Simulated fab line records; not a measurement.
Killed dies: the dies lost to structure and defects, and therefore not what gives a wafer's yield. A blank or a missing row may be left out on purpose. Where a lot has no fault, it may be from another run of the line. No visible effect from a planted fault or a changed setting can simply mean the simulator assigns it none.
fab line records	flow sfqLine
record: lots: 6	wafers: 18	lastDay: 83
route steps=325 shown L0V@17 M0@28 I0@43 M1@58 M8@325
lots untouched by any fault: they come from a run of this same line in which no faults occurred
startH: start of the lot's first displayed wafer, in hours after the record's first day	waitH: hours elapsed since this lot's preceding step	" unchanged from the row above	L1.1+2: one row covering several wafers at once	- value missing, or start not given	* or withheld: withheld	< > ~ a bound
route shown NAME@n: names a module that has steps shown in the file, with the first one's number in the route	usual: average and standard deviation across the fault-free wafers	same: alike in all rows	chamber/n: place in a boat	sites: the reading at each site	_std_site: their standard deviation	_edge_site: outer sites' mean less inner sites'	radiusMm: for every site, how far away it sits from the centre of the wafer	mask NAME#n: copy n	behind: tool/chamber where the wafer was last shaped	hold: cause of the lot's hold/its duration in hours/its outcome	device: which transistor (n, p or np) failed to switch	end of line: the route-end tests of the same wafers	step lacking rows: just its recipe	killed: count of dies lost to structure and defects at first sort (not the wafer's yield)	map: the dies of a wafer, with x for killed, . for not killed, _ for no die there
set.NAME: the setting the step ran with; set.NAME@STEP: the setting that earlier step ran with	model.NAME: the simulator's own value behind a step, which no gauge read
lots at selected steps of the route; one table per step, one row per wafer
services: the hour from which a tool's chamber was out of use, counted from the record's first day as startH (under 0 if before that day), plus the number of hours and why
== steps ==
step: SFQ_TRILAYER_L0_VIA_LITHO_COAT_018
recipe: resist: BARC	spinRpm: 3000	resistThkNm: 62
step: SFQ_TRILAYER_L0_VIA_LITHO_COAT_013
recipe: resist: KrF	spinRpm: 3000	resistThkNm: 650
step: SFQ_TRILAYER_L0_VIA_LITHO_SOFTBAKE_017
recipe: tempC: withheld	timeS: withheld	resist: KrF
step: SFQ_TRILAYER_L0_VIA_LITHO_EXPOSE_014
recipe: maskId: L0V	na: 0.6	sourceShape: conventional	sigmaOuter: 0.65	targetCdNm: 700	doseMj: 21.3
step: SFQ_TRILAYER_L0_VIA_LITHO_PEB_016
recipe: pebTempC: 115	pebTimeS: 60	resist: KrF
step: SFQ_TRILAYER_L0_VIA_LITHO_DEVELOP_015
recipe: timeS: 60	resist: KrF
step: SFQ_L0V_OVL_MEAS_903
usual: L0V_OVL: 1/4.3
lot.wafer	tool	chamber	startH	waitH	L0V_OVL[nm]
L548.1	overlay-02	-	176.91	0.1	2
L548.2	"	-	"	"	5
L548.6	"	-	"	"	-3
L550.1	overlay-01	-	192.40	0.1	10
L550.4	"	-	"	"	1
L550.6	"	-	"	"	5
L558.1	overlay-02	-	239.77	0.1	8
L558.5	"	-	"	"	10
L558.6	"	-	"	"	-2
L559.1	overlay-01	-	244.10	0.1	5
L559.2	"	-	"	"	3
L559.3	"	-	"	"	10
L562.1	overlay-02	-	257.30	0.1	0
L562.3	"	-	"	"	-2
L562.5	"	-	"	"	0
L568.2	overlay-02	-	299.31	0.1	5
L568.5	"	-	"	"	5
L568.6	"	-	"	"	3
step: SFQ_TRILAYER_L0_VIA_BARC_OPEN_VIA_ETCH_021
recipe: maskMaterial: PR	chemistry: O2	targetDepthNm: 125	target: BARC	sourceW: 500	biasW: 80	pressureMtorr: 30	timeS: 41.7
usual: drypumpMotorCurrentA: 5.7/0.49	oesProductAu: 0.685/0.0051	rfFwdPowerW: 494.9/1.8
lot.wafer	tool	chamber	startH	waitH	drypumpMotorCurrentA	oesProductAu	rfFwdPowerW	rfHoursCounterH
L548.1	rieDiel-02	3	176.95	0.0	6.1	0.687	493.0	26
L548.2	"	2	"	"	5.2	0.681	493.7	154
L548.6	"	3	"	"	6.1	0.687	495.0	-
L550.1	rieDiel-02	0	192.44	0.0	4.8	0.684	495.7	128
L550.4	"	3	"	"	6.1	0.682	495.8	-
L550.6	"	1	"	"	5.7	0.692	498.0	-
L558.1	rieDiel-02	3	239.80	0.0	6.1	0.682	497.4	27
L558.5	"	3	"	"	6.2	0.689	493.6	-
L558.6	"	2	"	"	5.3	0.681	493.2	-
L559.1	rieDiel-03	0	244.14	0.0	5.2	0.688	494.1	5
L559.2	"	3	"	"	6.2	0.686	497.1	77
L559.3	"	2	"	"	6.1	0.685	495.0	89
L562.1	rieDiel-03	1	257.34	0.0	5.6	0.681	489.1	78
L562.3	"	0	"	"	5.2	0.676	495.4	5
L562.5	"	0	"	"	5.2	0.692	492.8	-
L568.2	rieDiel-04	2	299.34	0.0	6.2	0.687	495.0	95
L568.5	"	0	"	"	5.5	0.694	492.7	-
L568.6	"	2	"	"	6.2	0.686	495.0	-
step: SFQ_TRILAYER_L0_VIA_ETCH_VIA_ETCH_016
recipe: target: SiO2	stopOn: MoNx_KI	maskMaterial: PR	chemistry: CHF3	targetDepthNm: 80	sourceW: 500	biasW: 80	pressureMtorr: 30	timeS: withheld
step: SFQ_TRILAYER_L0_VIA_STRIP_STRIP_017
recipe: gas: O2	powerW: 200	platenTempC: 40	overashFraction: 0.65	chemistry: O2	pressureMtorr: 50
step: SFQ_TRILAYER_L0_VIA_STRIP_SOLV_CLEAN_018
recipe: chemistry: NMP	tempC: 70	timeS: 600
step: SFQ_TRILAYER_M0_DEP_PRE_CLEAN_020
recipe: gas: Ar	timeS: 15	biasV: 250
step: SFQ_TRILAYER_M0_DEP_SPUTTER_019
recipe: material: Nb	basePressurePa: 1.33e-06	chamberPressurePa: 0.1333	substrateTempC: 20	resputterCathodeVoltageV: 400	targetThkNm: 200	powerW: 2000	timeS: 133.3
usual: cathodeDcPowerW: 2000.0/0.32	throttleValvePct: 30.2/0.93
lot.wafer	tool	chamber	startH	waitH	cathodeDcPowerW	throttleValvePct	model.Nb_of_TRILAYER_M0_DEP_SPUTTER_019.thkNm
L548.1	pvdSputter-04	-	177.83	0.0	2000.5	29.7	204
L548.2	"	-	"	"	1999.6	29.2	201.9
L548.6	"	-	"	"	1999.8	29.5	203.2
L550.1	pvdSputter-03	-	193.33	0.0	2000.0	31.5	198.3
L550.4	"	-	"	"	1999.5	30.5	200.6
L550.6	"	-	"	"	1999.4	28.9	201.5
L558.1	pvdSputter-04	-	240.69	0.0	2468.0	29.0	244.8
L558.5	"	-	"	"	2467.7	29.3	243.9
L558.6	"	-	"	"	2467.8	32.0	245.4
L559.1	pvdSputter-04	-	245.03	0.0	2467.9	30.5	248.1
L559.2	"	-	"	"	2467.9	29.3	246
L559.3	"	-	"	"	2467.4	29.9	248.3
L562.1	pvdSputter-03	-	258.84	0.0	1999.9	30.6	197.5
L562.3	"	-	"	"	1999.9	30.1	197.1
L562.5	"	-	"	"	2000.0	31.4	194.2
L568.2	pvdSputter-03	-	300.84	0.0	1999.3	30.9	196.1
L568.5	"	-	"	"	2000.6	30.5	197.4
L568.6	"	-	"	"	1999.5	30.7	198.1
step: SFQ_M0_RS_MEAS_904
recipe: thkMeasGauge: four-point-probe	reads: Nb_of_TRILAYER_M0_DEP_SPUTTER_019
usual: M0_NB_RS: 0.888/0.012
lot.wafer	tool	chamber	startH	waitH	M0_NB_RS[ohm/sq]
L548.1	filmMetro-03	-	177.92	0.0	0.873
L548.2	"	-	"	"	0.882
L548.6	"	-	"	"	0.877
L550.1	filmMetro-02	-	193.42	0.0	0.897
L550.4	"	-	"	"	0.888
L550.6	"	-	"	"	0.884
L558.1	filmMetro-01	-	240.78	0.0	0.727
L558.5	"	-	"	"	0.729
L558.6	"	-	"	"	0.726
L559.1	filmMetro-03	-	245.12	0.0	0.717
L559.2	"	-	"	"	0.723
L559.3	"	-	"	"	0.716
L562.1	filmMetro-02	-	258.93	0.0	0.902
L562.3	"	-	"	"	0.904
L562.5	"	-	"	"	0.916
L568.2	filmMetro-01	-	300.95	0.1	0.909
L568.5	"	-	"	"	0.902
L568.6	"	-	"	"	0.900
step: SFQ_TRILAYER_M0_LITHO_COAT_026
recipe: resist: BARC	spinRpm: 3000	resistThkNm: 62
step: SFQ_TRILAYER_M0_LITHO_COAT_021
recipe: resist: KrF	spinRpm: 3000	resistThkNm: 600
step: SFQ_TRILAYER_M0_LITHO_SOFTBAKE_025
recipe: tempC: withheld	timeS: withheld	resist: KrF
step: SFQ_TRILAYER_M0_LITHO_EXPOSE_022
recipe: maskId: M0	na: 0.6	sourceShape: conventional	sigmaOuter: 0.65	targetCdNm: 500	doseMj: 14.4
step: SFQ_TRILAYER_M0_LITHO_PEB_024
recipe: pebTempC: 115	pebTimeS: 60	resist: KrF
step: SFQ_TRILAYER_M0_LITHO_DEVELOP_023
recipe: timeS: 60	resist: KrF
step: SFQ_M0_OVL_MEAS_906
usual: M0_OVL: -1/5.9
lot.wafer	tool	chamber	startH	waitH	M0_OVL[nm]
L548.1	overlay-01	-	259.70	0.1	0
L548.2	"	-	"	"	3
L548.6	"	-	"	"	2
L550.1	overlay-01	-	274.10	0.1	9
L550.4	"	-	"	"	10
L550.6	"	-	"	"	8
L558.1	overlay-01	-	338.95	0.1	-6
L558.5	"	-	"	"	-7
L558.6	"	-	"	"	-14
L559.1	overlay-01	-	346.28	0.1	8
L559.2	"	-	"	"	5
L559.3	"	-	"	"	0
L562.1	overlay-02	-	369.08	0.1	-5
L562.3	"	-	"	"	1
L562.5	"	-	"	"	-1
L568.2	overlay-02	-	428.11	0.1	-4
L568.5	"	-	"	"	-4
L568.6	"	-	"	"	0
step: SFQ_TRILAYER_M0_BARC_OPEN_METAL_ETCH_031
recipe: maskMaterial: PR	chemistry: O2	targetDepthNm: 125	target: BARC	icpW: 600	biasW: 80	pressureMtorr: 10	timeS: 41.7
step: SFQ_TRILAYER_M0_ETCH_METAL_ETCH_024
recipe: target: Nb	stopOn: SiO2	maskMaterial: PR	chemistry: Cl2/Ar	targetDepthNm: 240	icpW: 600	biasW: 80	pressureMtorr: 10	timeS: 120
usual: drypumpMotorCurrentA: 5.9/0.57	oesProductAu: 0.896/0.008	rfFwdPowerW: 597.2/2
lot.wafer	tool	chamber	startH	waitH	drypumpMotorCurrentA	oesProductAu	rfFwdPowerW	rfHoursCounterH
L548.1	rieMetal-04	1	259.80	0.0	5.0	0.898	596.2	81
L548.2	"	0	"	"	6.2	0.908	597.2	121
L548.6	"	0	"	"	6.2	0.902	599.6	-
L550.1	rieMetal-04	0	274.20	0.0	6.2	0.892	595.5	124
L550.4	"	1	"	"	5.1	0.886	593.7	-
L550.6	"	1	"	"	5.1	0.902	594.8	-
L558.1	rieMetal-04	0	339.05	0.0	6.2	1.000	595.0	133
L558.5	"	0	"	"	6.2	1.000	594.9	-
L558.6	"	1	"	"	5.1	0.996	601.3	-
L559.1	rieMetal-03	0	346.37	0.0	6.3	1.004	599.6	13
L559.2	"	1	"	"	6.4	0.998	598.8	4
L559.3	"	0	"	"	6.3	0.988	599.2	-
L562.1	rieMetal-04	0	369.17	0.0	6.2	0.887	599.9	137
L562.3	"	0	"	"	6.2	0.891	598.2	-
L562.5	"	0	"	"	6.2	0.875	601.3	-
L568.2	rieMetal-02	1	428.30	0.1	6.0	0.889	595.1	-
L568.5	"	1	"	"	6.0	0.893	597.6	-
L568.6	"	1	"	"	6.0	0.884	596.6	-
step: SFQ_TRILAYER_M0_STRIP_STRIP_025
recipe: gas: O2	powerW: 200	platenTempC: 40	overashFraction: 0.65	chemistry: O2	pressureMtorr: 50
usual: drypumpMotorCurrentA: 5.9/0.58	oesProductAu: 0.997/0.0082
lot.wafer	tool	chamber	startH	waitH	drypumpMotorCurrentA	oesProductAu	rfHoursCounterH
L548.1	rieMetal-04	1	259.92	0.1	5.0	0.992	81
L548.2	"	0	"	"	6.3	1.000	121
L548.6	"	0	"	"	6.2	1.000	-
L550.1	rieMetal-04	0	274.32	0.1	6.2	0.997	124
L550.4	"	1	"	"	5.0	1.001	-
L550.6	"	1	"	"	5.0	0.988	-
L558.1	rieMetal-04	0	339.17	0.1	6.2	0.995	133
L558.5	"	0	"	"	6.2	0.991	-
L558.6	"	1	"	"	5.0	0.994	-
L559.1	rieMetal-03	0	346.50	0.1	6.3	1.007	13
L559.2	"	1	"	"	6.4	0.989	4
L559.3	"	0	"	"	6.3	0.989	-
L562.1	rieMetal-04	0	369.30	0.1	6.2	1.016	138
L562.3	"	0	"	"	6.2	1.006	-
L562.5	"	0	"	"	6.2	1.007	-
L568.2	rieMetal-02	1	428.71	0.4	6.0	0.982	-
L568.5	"	1	"	"	6.0	0.993	-
L568.6	"	1	"	"	6.0	0.987	-
step: SFQ_TRILAYER_M0_STRIP_SOLV_CLEAN_026
recipe: chemistry: NMP	tempC: 70	timeS: 600
step: SFQ_TRILAYER_I0_DEP_PECVD_027
recipe: material: SiO2	tempC: 150	timeS: 111.11	pressureTorr: 2.4	rfW: 183.3	precursor: SiH4/N2O	targetThkNm: 500
step: SFQ_TRILAYER_I0_CMP_CMP_028
recipe: material: SiO2	downForcePsi: 3	platenRpm: 60	padVelocityMS: 0.94248
step: SFQ_I0_BOW_MEAS_907
recipe: mode: bow
usual: I0_BOW: 3/6.3
lot.wafer	tool	chamber	startH	waitH	I0_BOW[um]
L548.1	filmMetro-04	-	264.84	2.0	0
L548.2	"	-	"	"	2
L548.6	"	-	"	"	20
L550.1	filmMetro-04	-	285.84	1.0	11
L550.4	"	-	"	"	-7
L550.6	"	-	"	"	-3
L558.1	filmMetro-02	-	343.07	1.5	-9
L558.5	"	-	"	"	-4
L558.6	"	-	"	"	-2
L559.1	filmMetro-03	-	350.39	1.0	9
L559.2	"	-	"	"	6
L559.3	"	-	"	"	3
L562.1	filmMetro-02	-	373.15	1.0	-4
L562.3	"	-	"	"	-7
L562.5	"	-	"	"	-2
L568.2	filmMetro-02	-	432.98	1.0	1
L568.5	"	-	"	"	-1
L568.6	"	-	"	"	5
step: SFQ_TRILAYER_I0_METRO_MEASURE_029
usual: thkNm: 200.0/1.3
lot.wafer	tool	chamber	startH	waitH	thkNm
L548.1	filmMetro-04	-	264.96	0.1	200.1
L548.2	"	-	"	"	200.6
L548.6	"	-	"	"	202.0
L550.1	filmMetro-04	-	285.96	0.1	200.7
L550.4	"	-	"	"	197.3
L550.6	"	-	"	"	199.5
L558.1	filmMetro-02	-	343.19	0.1	200.1
L558.5	"	-	"	"	197.8
L558.6	"	-	"	"	200.2
L559.1	filmMetro-03	-	350.51	0.1	199.1
L559.2	"	-	"	"	198.8
L559.3	"	-	"	"	196.9
L562.1	filmMetro-02	-	373.27	0.1	203.3
L562.3	"	-	"	"	200.0
L562.5	"	-	"	"	201.5
L568.2	filmMetro-02	-	433.28	0.3	198.8
L568.5	"	-	"	"	199.6
L568.6	"	-	"	"	200.0
step: SFQ_TRILAYER_I0_VIA_LITHO_COAT_036
recipe: resist: BARC	spinRpm: 3000	resistThkNm: 62
step: SFQ_TRILAYER_I0_VIA_LITHO_COAT_031
recipe: resist: KrF	spinRpm: 3000	resistThkNm: 650
step: SFQ_TRILAYER_I0_VIA_LITHO_SOFTBAKE_035
recipe: tempC: withheld	timeS: withheld	resist: KrF
step: SFQ_TRILAYER_I0_VIA_LITHO_EXPOSE_032
recipe: maskId: I0	na: 0.6	sourceShape: conventional	sigmaOuter: 0.65	targetCdNm: 500	doseMj: 21.3
step: SFQ_TRILAYER_I0_VIA_LITHO_PEB_034
recipe: pebTempC: 115	pebTimeS: 60	resist: KrF
step: SFQ_TRILAYER_I0_VIA_LITHO_DEVELOP_033
recipe: timeS: 60	resist: KrF
step: SFQ_I0_OVL_MEAS_908
usual: I0_OVL: -3/4.9
lot.wafer	tool	chamber	startH	waitH	I0_OVL[nm]
L548.1	overlay-02	-	376.79	0.1	-4
L548.2	"	-	"	"	3
L548.6	"	-	"	"	2
L550.1	overlay-01	-	412.50	0.1	-6
L550.4	"	-	"	"	-4
L550.6	"	-	"	"	-3
L558.1	overlay-02	-	491.75	0.1	-13
L558.5	"	-	"	"	-17
L558.6	"	-	"	"	-7
L559.1	overlay-02	-	501.35	0.1	-4
L559.2	"	-	"	"	1
L559.3	"	-	"	"	4
L562.1	overlay-01	-	523.08	0.1	8
L562.3	"	-	"	"	2
L562.5	"	-	"	"	0
L568.2	overlay-02	-	575.88	0.1	-10
L568.5	"	-	"	"	-10
L568.6	"	-	"	"	-12
step: SFQ_TRILAYER_I0_VIA_BARC_OPEN_VIA_ETCH_046
recipe: maskMaterial: PR	chemistry: O2	targetDepthNm: 125	target: BARC	sourceW: 500	biasW: 80	pressureMtorr: 30	timeS: 41.7
step: SFQ_TRILAYER_I0_VIA_ETCH_VIA_ETCH_034
recipe: target: SiO2	stopOn: Nb	maskMaterial: PR	taperDeg: 20	chemistry: CHF3	targetDepthNm: 260	sourceW: 500	biasW: 80	pressureMtorr: 30	timeS: withheld
usual: drypumpMotorCurrentA: 5.6/0.43	oesProductAu: 0.855/0.0055	rfFwdPowerW: 498.0/1.6
lot.wafer	tool	chamber	startH	waitH	drypumpMotorCurrentA	oesProductAu	rfFwdPowerW
L548.1	rieDiel-01	1	376.87	0.0	5.4	0.851	499.7
L548.2	"	0	"	"	5.5	0.855	497.7
L548.6	"	2	"	"	5.3	0.864	496.3
L550.1	rieDiel-01	3	412.58	0.0	6.3	0.861	500.0
L550.4	"	1	"	"	5.4	0.851	496.5
L550.6	"	3	"	"	6.3	0.845	501.5
L558.1	rieDiel-03	1	491.83	0.0	5.6	0.854	495.2
L558.5	"	1	"	"	5.6	0.844	496.0
L558.6	"	2	"	"	6.1	0.847	498.1
L559.1	rieDiel-01	1	501.43	0.0	5.4	0.857	498.6
L559.2	"	3	"	"	6.3	0.852	500.0
L559.3	"	2	"	"	5.3	0.850	498.2
L562.1	rieDiel-03	0	523.15	0.0	5.2	0.861	501.3
L562.3	"	3	"	"	6.2	0.862	498.7
L562.5	"	1	"	"	5.6	0.864	497.6
L568.2	rieDiel-03	0	575.95	0.0	5.2	0.853	497.5
L568.5	"	3	"	"	6.2	0.851	497.9
L568.6	"	0	"	"	5.2	0.852	499.0
step: SFQ_TRILAYER_I0_VIA_STRIP_STRIP_035
recipe: gas: O2	powerW: 200	platenTempC: 40	overashFraction: 0.65	chemistry: O2	pressureMtorr: 50
usual: drypumpMotorCurrentA: 5.7/0.49	oesProductAu: 1.002/0.0076
lot.wafer	tool	chamber	startH	waitH	drypumpMotorCurrentA	oesProductAu	rfHoursCounterH
L548.1	rieMetal-02	0	376.98	-	4.9	1.020	13
L548.2	"	1	"	"	6.0	1.002	126
L548.6	"	0	"	"	4.8	1.009	-
L550.1	rieMetal-01	0	412.69	-	5.9	0.998	134
L550.4	"	1	"	"	6.1	0.987	-
L550.6	"	1	"	"	6.1	0.994	-
L558.1	rieMetal-04	1	491.94	-	5.0	1.004	113
L558.5	"	1	"	"	5.1	1.008	-
L558.6	"	0	"	"	6.3	0.993	-
L559.1	rieMetal-01	0	501.54	-	5.9	1.005	146
L559.2	"	1	"	"	6.1	0.995	17
L559.3	"	0	"	"	5.9	0.993	-
L562.1	rieMetal-04	0	523.27	-	6.2	0.995	159
L562.3	"	0	"	"	6.2	0.992	-
L562.5	"	1	"	"	5.0	0.998	-
L568.2	rieMetal-01	0	576.07	-	5.9	1.008	0
L568.5	"	1	"	"	6.1	1.013	-
L568.6	"	0	"	"	5.8	1.000	-
step: SFQ_TRILAYER_I0_VIA_STRIP_SOLV_CLEAN_036
recipe: chemistry: NMP	tempC: 70	timeS: 600
step: SFQ_TRILAYER_M1_DEP_PRE_CLEAN_038
recipe: gas: Ar	timeS: 22.5	biasV: 250
step: SFQ_M8_BOW_MEAS_951
recipe: mode: bow
usual: M8_BOW: 10/11
lot.wafer	tool	chamber	startH	waitH	M8_BOW[um]	model.etest.m0.combLog10Ohm	model.etest.m0.ohmSq
L548.1	filmMetro-02	-	1818.10	0.0	26	12	0.8733
L548.2	"	-	"	"	28	12	0.8824
L548.6	"	-	"	"	46	12	0.8769
L550.1	filmMetro-03	-	1821.70	0.0	21	12	0.8986
L550.4	"	-	"	"	2	12	0.8881
L550.6	"	-	"	"	6	12	0.884
L558.1	filmMetro-03	-	1886.68	0.0	-12	12	0.7277
L558.5	"	-	"	"	-6	0	0.7304
L558.6	"	-	"	"	-5	0	0.7259
L559.1	filmMetro-04	-	1887.89	0.0	22	0	0.7181
L559.2	"	-	"	"	19	0	0.7242
L559.3	"	-	"	"	16	0	0.7174
L562.1	filmMetro-03	-	1893.89	0.0	-3	12	0.9022
L562.3	"	-	"	"	-6	12	0.9038
L562.5	"	-	"	"	-2	12	0.9172
L568.2	filmMetro-03	-	1986.40	0.0	2	12	0.9086
L568.5	"	-	"	"	1	12	0.9026
L568.6	"	-	"	"	8	12	0.8995
== services ==
tool	chamber	startH	hours	kind
pvdSputter-03	-	181.83	0.6	repair
pvdSputter-03	-	194.26	1.2	repair
rieMetal-02	1	211.05	1.7	repair
rieDiel-01	-	214.22	0.5	repair
rieMetal-01	1	216.92	7.1	repair
rieMetal-02	-	227.32	28.1	pm
filmMetro-02	-	228.30	2.6	pm
rieDiel-01	0	234.82	2.0	repair
rieMetal-01	-	235.00	0.5	repair
rieDiel-03	1	240.18	5.4	repair
rieDiel-02	-	247.11	0.3	repair
rieDiel-03	-	253.61	2.8	pm
rieDiel-01	1	257.30	61.2	repair
pvdSputter-04	-	261.08	1.4	repair
rieDiel-03	-	265.67	1.1	repair
rieMetal-04	-	275.47	2.8	pm
pvdSputter-03	-	285.35	2.5	repair
filmMetro-02	-	287.08	1.1	pm
rieDiel-01	0	288.93	1.5	repair
rieDiel-03	-	379.60	0.2	repair
rieDiel-03	0	478.01	7.4	repair
rieDiel-03	3	487.07	5.4	repair
rieDiel-03	0	497.48	3.8	repair
rieDiel-03	1	530.73	2.5	repair
== key ==
firstSign: step: SFQ_TRILAYER_M0_DEP_SPUTTER_019	reading: cathodeDcPowerW	direction: up	sigmas: 99+	usual: 2000.0	struck: 2467.8
effect: step: SFQ_M0_RS_MEAS_904	reading: M0_NB_RS	direction: down	sigmas: 14	usual: 0.888	struck: 0.723
effect: step: SFQ_TRILAYER_M0_ETCH_METAL_ETCH_024	reading: oesProductAu	direction: up	sigmas: 13	usual: 0.896	struck: 0.998
modelEffect: step: SFQ_TRILAYER_M0_DEP_SPUTTER_019	value: Nb_of_TRILAYER_M0_DEP_SPUTTER_019.thkNm	without: 199.3	struck: 246.1
modelEffect: step: SFQ_M8_BOW_MEAS_951	value: etest.m0.combLog10Ohm	without: 12	struck: 2
metAt SFQ_TRILAYER_M0_DEP_SPUTTER_019
struckWafers L558.1,L558.5,L558.6,L559.1,L559.2,L559.3
onsetBetween 177.83 240.69
fault: kind: processParameterDrift	tool: pvdSputter-04	chamber: -	onsetH: 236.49	steps: SFQ_TRILAYER_M0_DEP_SPUTTER_019	channel: powerW	offset: 467.9	shape: step	endH: 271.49	actsIn: theseRecipesOnly	stated: 2000
